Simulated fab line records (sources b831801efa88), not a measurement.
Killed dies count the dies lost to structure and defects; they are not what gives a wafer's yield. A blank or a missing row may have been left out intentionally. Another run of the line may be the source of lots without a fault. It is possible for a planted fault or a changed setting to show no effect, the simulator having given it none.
Chamber matching | flow sky130 | 4 sister chambers for SKY_SONOS_ONO_ETCH_15 on rieDiel-04
The step etches the open film in CHF3/O2, target depth 19.52 nm, time 7.8 s. 4 wafers are shown with their chamber, then 10 later ones without.

## WAFERS WITH THEIR CHAMBER
wafer  | chamber | oesProductAu (a.u.)
L081.3 | 3       | 0.990
L084.3 | 1       | 0.993
L088.3 | 2       | 1.015
L088.5 | 0       | 1.010

## WAFERS WITH NO CHAMBER GIVEN
wafer  | oesProductAu (a.u.)
L088.6 | 1.019
L095.1 | 1.007
L095.2 | 0.988
L095.5 | 0.996
L096.3 | 1.006
L096.4 | 1.003
L096.5 | 0.995
L097.2 | 1.001
L097.3 | 1.002
L097.4 | 1.001

## WHICH CHAMBER EACH ONE RAN IN
wafer  | from the rows above               | in truth
L088.6 | can't be placed: 2 or 0           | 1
L095.1 | can't be placed: 0 or 2           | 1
L095.2 | can't be placed: 3 or 1           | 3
L095.5 | can't be placed: 1 or 3           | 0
L096.3 | can't be placed: 0 or 2 or 1      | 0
L096.4 | can't be placed: 0 or 1 or 2 or 3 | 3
L096.5 | can't be placed: 1 or 3           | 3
L097.2 | can't be placed: 1 or 0 or 3 or 2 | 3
L097.3 | can't be placed: 0 or 1 or 3 or 2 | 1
L097.4 | can't be placed: 1 or 0 or 3 or 2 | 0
Correct placement for 0 of the 10. Cannot be placed on the basis of these rows: 10; the candidates contain the true chamber in 7. Wrongly placed: 0.
How it was worked out, from the rows above alone: a wafer's distance from a chamber is the root of the sum, over the readings, of the square of ((its reading less the chamber's mean) divided by the reading's scatter). The wafer belongs to the nearest chamber; if the next one is less than 2 further off, it can't be placed. The mean given for a chamber averages the wafers shown for that chamber. The scatter: with one shown wafer a chamber, the root of the mean of the squares of how far each hidden wafer lies from its nearest shown one.
